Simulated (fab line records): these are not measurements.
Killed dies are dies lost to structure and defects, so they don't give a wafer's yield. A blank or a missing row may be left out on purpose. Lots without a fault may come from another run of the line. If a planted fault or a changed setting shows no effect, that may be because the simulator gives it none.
fab line records	flow sky130
record lots=5	wafers=15	last-day=50
route steps=708 shown METAL4@627 VIA4@639 PAD_OPEN@708
lots that met no fault: from a run of the same line without faults
start-h: hours from the record's opening day to when the first of the lot's shown wafers began	wait-h: hours since the lot's step before	" the same as in the row above	L1.1+2: several wafers, shown together as one row	- no value, or no start was given	* or withheld: withheld	< > ~ a bound
route shown NAME@n: a module of which the file shows steps, and the number in the route of the first	usual: mean/standard deviation taken from wafers without a fault	same: alike in all rows	chamber/n: place in a boat	sites: the reading at each site	_std_site: how widely they spread, as a standard deviation	_edge_site: inner sites' mean taken away from outer sites' mean	radius-mm: how far each site lies from the wafer's centre	mask NAME#n: copy n	behind: the last tool/chamber to shape the wafer	hold: cause of the lot's hold/its duration in hours/its outcome	device: transistor that didn't switch, given as n, p or np	end of line: tests run on the same wafers once the route is complete	a step given without rows: its recipe and nothing more	killed: the dies lost at the first sort to structure and to defects; this is not the yield of the wafer	map: a wafer's dies, x killed, . not, _ none there
set.NAME: the setting that was run; set.NAME@STEP: the one run at that earlier step	model.NAME: the simulator's own value behind a step, which no gauge read
lots at some steps of the route; a table a step, a row a wafer
services: from which hour (start-h, from the record's first day; less than 0 if before it) a tool's chamber was out of use, for how many hours, and why
## steps
# step SKY_METAL4_PEB_11
# recipe peb-temp-c=withheld	peb-time-s=withheld	resist=KrF-thick
# step SKY_METAL4_DEVELOP_12
# recipe develop-time-s=60	resist=KrF-thick	dev-temp-c=21
# step SKY_METAL4_CD_MEAS_13
# recipe target-cd-nm=300
# usual cd-nm=299.8/1.4
lot.wafer	tool	chamber	start-h	wait-h	cd-nm
L384.2	cd-sem-02	-	987.72	-	299.6
L384.4	"	-	"	"	298.8
L384.6	"	-	"	"	298.0
L387.2	cd-sem-01	-	1014.46	-	300.8
L387.5	"	-	"	"	299.7
L387.6	"	-	"	"	300.0
L389.1	cd-sem-02	-	1027.15	-	300.7
L389.4	"	-	"	"	302.5
L389.5	"	-	"	"	301.9
L403.1	cd-sem-02	-	1112.99	-	297.7
L403.3	"	-	"	"	298.2
L403.6	"	-	"	"	297.9
L404.1	cd-sem-02	-	1115.00	-	297.0
L404.3	"	-	"	"	298.5
L404.6	"	-	"	"	296.6
# step SKY_METAL4_OVL_MEAS_14
# usual METAL4_OVL=3/5.1
lot.wafer	tool	chamber	start-h	wait-h	METAL4_OVL[nm]
L384.2	overlay-02	-	987.82	0.1	0
L384.4	"	-	"	"	0
L384.6	"	-	"	"	-6
L387.2	overlay-01	-	1014.56	0.1	1
L387.5	"	-	"	"	9
L387.6	"	-	"	"	6
L389.1	overlay-01	-	1027.27	0.1	4
L389.4	"	-	"	"	4
L389.5	"	-	"	"	9
L403.1	overlay-01	-	1113.11	0.1	7
L403.3	"	-	"	"	8
L403.6	"	-	"	"	5
L404.1	overlay-02	-	1115.12	0.1	5
L404.3	"	-	"	"	0
L404.6	"	-	"	"	6
# step SKY_METAL4_DESCUM_15
# recipe chemistry=O2	source-power-w=150	bias-power-w=0	pressure-mtorr=10	temp-c=40	time-s=8
# step SKY_METAL4_ETCH_16
# recipe chemistry=N2/H2	target=BARC	ion-energy-ev=200	bias-w=100	pressure-mtorr=30	n2-flow-sccm=100	h2-flow-sccm=200	icp-w=500	stop-on=SiO2	time-s=88.2	target-depth-a=600
# usual drypump-motor-current-A=5.9/0.51	oes-product-au=0.625/0.0045	throttle-valve-pct=13.204/0.01
lot.wafer	tool	chamber	start-h	wait-h	drypump-motor-current-A	oes-product-au	rf-hours-counter-h	throttle-valve-pct
L384.2	rie-metal-02	0	987.88	0.0	5.8	0.626	1	13.192
L384.4	"	0	"	"	5.9	0.630	-	13.205
L384.6	"	1	"	"	6.0	0.626	-	13.217
L387.2	rie-metal-03	1	1014.62	0.0	4.8	0.611	17	13.207
L387.5	"	0	"	"	6.0	0.623	-	13.208
L387.6	"	1	"	"	4.9	0.623	-	13.212
L389.1	rie-metal-04	0	1027.34	0.0	6.7	0.622	6	13.196
L389.4	"	1	"	"	6.2	0.626	-	13.211
L389.5	"	0	"	"	6.7	0.621	-	13.197
L403.1	rie-metal-03	1	1113.17	0.0	4.9	0.625	4	13.198
L403.3	"	1	"	"	4.9	0.629	-	13.206
L403.6	"	0	"	"	6.0	0.626	-	13.223
L404.1	rie-metal-02	1	1115.19	0.0	6.0	0.628	16	13.185
L404.3	"	0	"	"	5.9	0.623	-	13.184
L404.6	"	0	"	"	5.9	0.622	-	13.200
# step SKY_METAL4_ETCH_17
# recipe target=SiO2	stop-on=TiN	chemistry=C4F8/O2/Ar	source-w=1500	bias-w=1200	pressure-mtorr=40	c4f8-flow-sccm=withheld	O2_flow_sccm=6	Ar_flow_sccm=300	time-s=3.9	target-depth-a=150
# usual oes-product-au=0.755/0.0081
lot.wafer	tool	chamber	start-h	wait-h	oes-product-au
L384.2	rie-diel-04	0	987.98	0.1	0.750
L384.4	"	1	"	"	0.768
L384.6	"	2	"	"	0.755
L387.2	rie-diel-03	3	1014.72	0.1	0.749
L387.5	"	3	"	"	0.741
L387.6	"	0	"	"	0.749
L389.1	rie-diel-04	1	1027.44	0.1	0.747
L389.4	"	3	"	"	0.760
L389.5	"	1	"	"	0.761
L403.1	rie-diel-04	1	1113.27	0.1	0.747
L403.3	"	0	"	"	0.752
L403.6	"	2	"	"	0.759
L404.1	rie-diel-03	2	1115.29	0.1	0.757
L404.3	"	3	"	"	0.753
L404.6	"	1	"	"	0.773
# step SKY_METAL4_METAL_ETCH_18
# recipe target-depth-a=8450	stop-on=SiO2	over-etch-frac=0.3	time-s=183.1	chemistry=Cl2/BCl3	resist-sidewall-deg=88	pressure-mtorr=10	icp-w=900	bias-w=48.5	Cl2_flow_sccm=60	bcl3-flow-sccm=30
# usual drypump-motor-current-A=6.0/0.59	oes-product-au=0.866/0.0066	throttle-valve-pct=22.265/0.0088
lot.wafer	tool	chamber	start-h	wait-h	drypump-motor-current-A	oes-product-au	rf-hours-counter-h	throttle-valve-pct
L384.2	rie-metal-03	0	988.00	0.0	6.0	0.858	13	22.272
L384.4	"	1	"	"	4.8	0.870	-	22.267
L384.6	"	1	"	"	4.8	0.873	-	22.267
L387.2	rie-metal-02	1	1014.74	0.0	6.0	0.865	10	22.264
L387.5	"	0	"	"	5.8	0.866	-	22.271
L387.6	"	1	"	"	6.0	0.875	-	22.261
L389.1	rie-metal-03	1	1027.46	0.0	4.8	0.867	18	22.276
L389.4	"	1	"	"	4.8	0.850	-	22.263
L389.5	"	0	"	"	6.0	0.860	-	22.271
L403.1	rie-metal-04	1	1113.29	0.0	6.2	0.861	22	22.260
L403.3	"	0	"	"	6.7	0.861	-	22.254
L403.6	"	1	"	"	6.1	0.873	-	22.269
L404.1	rie-metal-04	1	1115.31	0.0	6.2	0.868	22	22.257
L404.3	"	0	"	"	6.7	0.856	-	22.272
L404.6	"	1	"	"	6.2	0.860	-	22.268
# step SKY_METAL4_STRIP_19
# recipe chemistry=O2/N2	power-w=1400	pressure-mtorr=1500	platen-temp-c=withheld	o2-flow-sccm=3000	n2-flow-sccm=300	overash-fraction=0.5
# usual drypump-motor-current-A=5.5/0.39	oes-product-au=0.504/0.0065	strip-time-to-endpoint-s=6.57/0.087
lot.wafer	tool	chamber	start-h	wait-h	drypump-motor-current-A	oes-product-au	rf-hours-counter-h	strip-time-to-endpoint-s
L384.2	plasma-asher-04	1	988.18	0.1	5.1	0.511	53	6.58
L384.4	"	1	"	"	5.1	0.502	-	6.74
L384.6	"	0	"	"	5.2	0.503	-	6.72
L387.2	plasma-asher-04	0	1014.92	0.1	5.2	0.507	56	6.64
L387.5	"	0	"	"	5.3	0.503	-	6.59
L387.6	"	1	"	"	5.1	0.501	-	6.67
L389.1	plasma-asher-03	1	1027.64	0.1	5.6	0.513	120	6.71
L389.4	"	1	"	"	5.6	0.517	-	6.64
L389.5	"	0	"	"	5.7	0.496	-	6.49
L403.1	plasma-asher-03	0	1113.47	0.1	5.7	0.509	5	6.60
L403.3	"	0	"	"	5.7	0.508	-	6.55
L403.6	"	1	"	"	5.6	0.500	-	6.51
L404.1	plasma-asher-03	0	1115.49	0.1	5.7	0.497	5	6.58
L404.3	"	0	"	"	5.7	0.495	-	6.59
L404.6	"	0	"	"	5.7	0.514	-	6.57
# step SKY_METAL4_STRIP_20
# recipe chemistry=post-etch-residue-remover	time-s=1200	temp-c=72.5
# step SKY_METAL4_CLEAN_21
# recipe chemistry=IPA	time-s=180	temp-c=25
# step SKY_METAL4_CLEAN_22
# recipe chemistry=O3/DIW	dry=n2-spin
# step SKY_VIA4_HDPCVD_00
# recipe material=SiO2	target-thk-nm=1750	sigma-open-frac=0.3	time-s=291.7	temp-c=400	sih4-flow-sccm=60	pressure-mtorr=6
# usual run-length-s=319.7/0.41
lot.wafer	tool	chamber	start-h	wait-h	run-length-s	model.SiO2_of_VIA4_HDPCVD_00.thk-nm
L384.2	hdpcvd-01	1	988.78	0.0	318.9	1720
L384.4	"	0	"	"	320.1	1717
L384.6	"	1	"	"	319.5	1747
L387.2	hdpcvd-02	0	1015.52	0.0	319.6	1755
L387.5	"	1	"	"	319.4	1726
L387.6	"	0	"	"	319.6	1755
L389.1	hdpcvd-02	0	1028.29	0.0	319.9	1757
L389.4	"	2	"	"	361.7	1967
L389.5	"	1	"	"	360.8	1955
L403.1	hdpcvd-01	0	1114.11	0.0	320.0	1695
L403.3	"	2	"	"	319.2	1701
L403.6	"	2	"	"	319.4	1712
L404.1	hdpcvd-01	2	1116.31	0.0	319.7	1701
L404.3	"	0	"	"	320.2	1724
L404.6	"	0	"	"	320.7	1719
# step SKY_VIA4_THK_MEAS_01
# recipe reads=SiO2_of_VIA4_HDPCVD_00
# usual VIA4_HDPCVD_THK=1728/21
lot.wafer	tool	chamber	start-h	wait-h	hold	VIA4_HDPCVD_THK[nm]
L384.2	film-metro-02	-	988.97	0.1	-	1719
L384.4	"	-	"	"	-	1717
L384.6	"	-	"	"	-	1746
L387.2	film-metro-02	-	1015.70	0.1	-	1757
L387.5	"	-	"	"	-	1726
L387.6	"	-	"	"	-	1754
L389.1	film-metro-01	-	1028.47	0.1	await-dispo/0.2h/release	1757
L389.4	"	-	"	"	await-dispo/0.2h/release	1967
L389.5	"	-	"	"	await-dispo/0.2h/release	1956
L389.1	film-metro-01	-	1028.70	0.2	-	1758
L389.4	"	-	"	"	-	1967
L389.5	"	-	"	"	-	1953
L403.1	film-metro-04	-	1114.37	0.2	-	1694
L403.3	"	-	"	"	-	1701
L403.6	"	-	"	"	-	1711
L404.1	film-metro-04	-	1116.58	0.2	-	1701
L404.3	"	-	"	"	-	1723
L404.6	"	-	"	"	-	1720
# step SKY_VIA4_CMP_02
# recipe material=SiO2	down-force-psi=4	platen-rpm=60	pad-velocity-m-s=0.94248
# usual motor-current-A=11.9/0.9
lot.wafer	tool	chamber	start-h	wait-h	hold	motor-current-A
L384.2	cmp-01	0	989.27	0.3	-	11.7
L384.4	"	2	"	"	-	12.0
L384.6	"	0	"	"	-	11.8
L387.2	cmp-02	3	1016.17	0.5	-	12.0
L387.5	"	0	"	"	-	11.2
L387.6	"	1	"	"	-	11.6
L389.4	cmp-01	0	1031.91	3.2	await-dispo/3.1h/release	12.1
L389.1	"	1	"	"	await-dispo/3.1h/release	13.4
L389.5	"	0	"	"	await-dispo/3.1h/release	11.3
L403.3	cmp-01	2	1114.43	0.0	-	12.5
L403.1	"	1	"	"	-	12.9
L403.6	"	2	"	"	-	12.9
L404.3	cmp-01	3	1116.64	0.0	-	11.0
L404.1	"	1	"	"	-	12.9
L404.6	"	3	"	"	-	11.5
# step SKY_PAD_OPEN_PROBE_99
# usual defect-limited-yield=82.6/1.8	killed_at_M0_to_M3=43/6.5	killed_at_M4_up=3.1/1.8	killed-at-contacts=24/5.6	killed-at-front-end=15/4.2	killed-at-other=0.3/0.5	killed-dies=86/8.9	killed-open=47/6.9	killed-short=39/5.9	sort_bin_3_pad_short=0.9/0.39	sort_bin_5_function=10.4/1.6	sort_bin_6_memory=6.2/1	sort-n-pass=406/8.9	sort-yield-pct=82.6/1.8
# same gross-dies=492	killed-at-back-side=0	sort_bin_4_leakage[%]=0	sort_bin_8_speed[%]=0
lot.wafer	tool	chamber	start-h	wait-h	defect-limited-yield[%]	killed_at_M0_to_M3	killed_at_M4_up	killed-at-contacts	killed-at-front-end	killed-at-other	killed-dies	killed-open	killed-short	sort_bin_3_pad_short[%]	sort_bin_5_function[%]	sort_bin_6_memory[%]	sort-n-pass	sort-yield-pct[%]
L384.2	prober-01	-	1082.90	0.1	83.5	42	4	19	16	0	81	42	39	0.6	8.5	7.3	411	83.5
L384.4	prober-01	-	1083.00	0.2	82.1	41	3	21	23	0	88	47	41	1.2	12.2	4.5	404	82.1
L384.6	prober-01	-	1083.10	0.2	78.3	54	0	33	19	1	107	58	49	1.8	13.2	6.7	385	78.3
L404.1	prober-02	-	1190.41	0.1	81.1	46	1	35	11	0	93	51	42	0.8	12.2	5.9	399	81.1
L404.3	prober-02	-	1190.51	0.2	78.5	52	2	35	16	1	106	47	59	1.4	11.6	8.5	386	78.5
L404.6	prober-02	-	1190.66	0.2	81.9	38	1	32	17	1	89	52	37	0.8	11.2	6.1	403	81.9
# killed by level:class
L384.2 VIA1:geometric-particle:open=10 CONTACT:geometric-particle:open=8 VIA2:geometric-particle:open=7 VIA1:geometric-particle:short=6 METAL2:geometric-particle:short=6 FIELD_ISO:geometric-particle:short=4 METAL1:geometric-particle:short=4 FIELD_ISO:geometric-particle:open=3
L384.4 LI_CONTACT:geometric-particle:open=9 VIA1:geometric-particle:short=9 VIA1:geometric-particle:open=9 FIELD_ISO:geometric-particle:short=8 CONTACT:geometric-particle:open=6 VIA2:geometric-particle:open=5 FIELD_ISO:geometric-particle:open=4 LOCAL_INTERCONNECT:geometric-particle:short=4
L384.6 VIA1:geometric-particle:open=11 LI_CONTACT:geometric-particle:open=11 METAL2:geometric-particle:short=9 CONTACT:geometric-particle:open=9 CONTACT:geometric-particle:short=8 VIA2:geometric-particle:open=8 FIELD_ISO:geometric-particle:open=6 METAL1:geometric-particle:short=6
L404.1 CONTACT:geometric-particle:open=12 LI_CONTACT:geometric-particle:open=8 METAL2:geometric-particle:short=8 VIA1:geometric-particle:open=8 VIA2:geometric-particle:open=8 LOCAL_INTERCONNECT:geometric-particle:short=7 CONTACT:geometric-particle:short=6 VIA1:geometric-particle:short=5
L404.3 CONTACT:geometric-particle:open=14 METAL2:geometric-particle:short=9 VIA1:geometric-particle:short=9 LI_CONTACT:geometric-particle:open=8 CONTACT:geometric-particle:short=8 VIA1:geometric-particle:open=7 POLY_GATE:geometric-particle:short=7 VIA3:geometric-particle:open=5
L404.6 VIA1:geometric-particle:open=12 CONTACT:geometric-particle:open=11 LI_CONTACT:geometric-particle:open=10 CONTACT:geometric-particle:short=8 METAL2:geometric-particle:short=5 VIA2:geometric-particle:open=5 POLY_CUT:geometric-particle:open=4 VIA3:geometric-particle:open=4
## services
tool	chamber	start-h	hours	kind
hdpcvd-02	1	965.62	4.8	repair
hdpcvd-01	-	971.82	2.7	repair
rie-diel-04	3	982.81	5.2	repair
cmp-02	-	983.91	6.3	repair
hdpcvd-02	2	987.51	2.3	repair
hdpcvd-02	-	991.52	0.7	repair
cmp-01	-	996.53	0.6	repair
rie-diel-04	3	1000.13	8.5	repair
cmp-01	-	1008.26	9.0	pm
rie-metal-03	1	1034.54	-	clean
rie-metal-03	1	1034.54	17.9	scheduled-down
rie-metal-03	1	1034.54	17.9	vent-cycle
cmp-01	-	1039.18	6.3	pm
rie-diel-03	-	1040.63	0.5	repair
plasma-asher-03	-	1055.25	9.0	pm
plasma-asher-03	0	1055.25	9.0	vent-cycle
rie-diel-04	-	1064.95	2.8	pm
hdpcvd-01	-	1066.56	27.8	repair
rie-diel-03	-	1070.77	1.0	repair
rie-diel-03	0	1073.21	6.5	repair
cmp-02	-	1084.18	4.0	pm
cmp-01	-	1089.54	4.9	pm
cmp-02	-	1091.07	1.6	repair
hdpcvd-01	1	1113.32	7.5	repair
## key
first-sign step=SKY_VIA4_HDPCVD_00	reading=run-length-s	direction=up	sigmas=99+	usual=*	struck=*
effect step=SKY_VIA4_THK_MEAS_01	reading=visit	direction=added
effect step=SKY_VIA4_THK_MEAS_01	reading=VIA4_HDPCVD_THK	direction=up	sigmas=11	usual=1728	struck=1961
model-effect step=SKY_VIA4_HDPCVD_00	value=SiO2_of_VIA4_HDPCVD_00.thk-nm	without=1711	struck=1961
met-at SKY_VIA4_HDPCVD_00
struck-wafers L389.4,L389.5
onset-between 1015.52 1028.29
fault kind=process-parameter-drift	tool=hdpcvd-02	chamber=-	onset-h=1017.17	steps=SKY_VIA4_HDPCVD_00	channel=time-s	offset=*	shape=step	end-h=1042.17	scope=struck-wafers-only	acts-in=*	stated=*
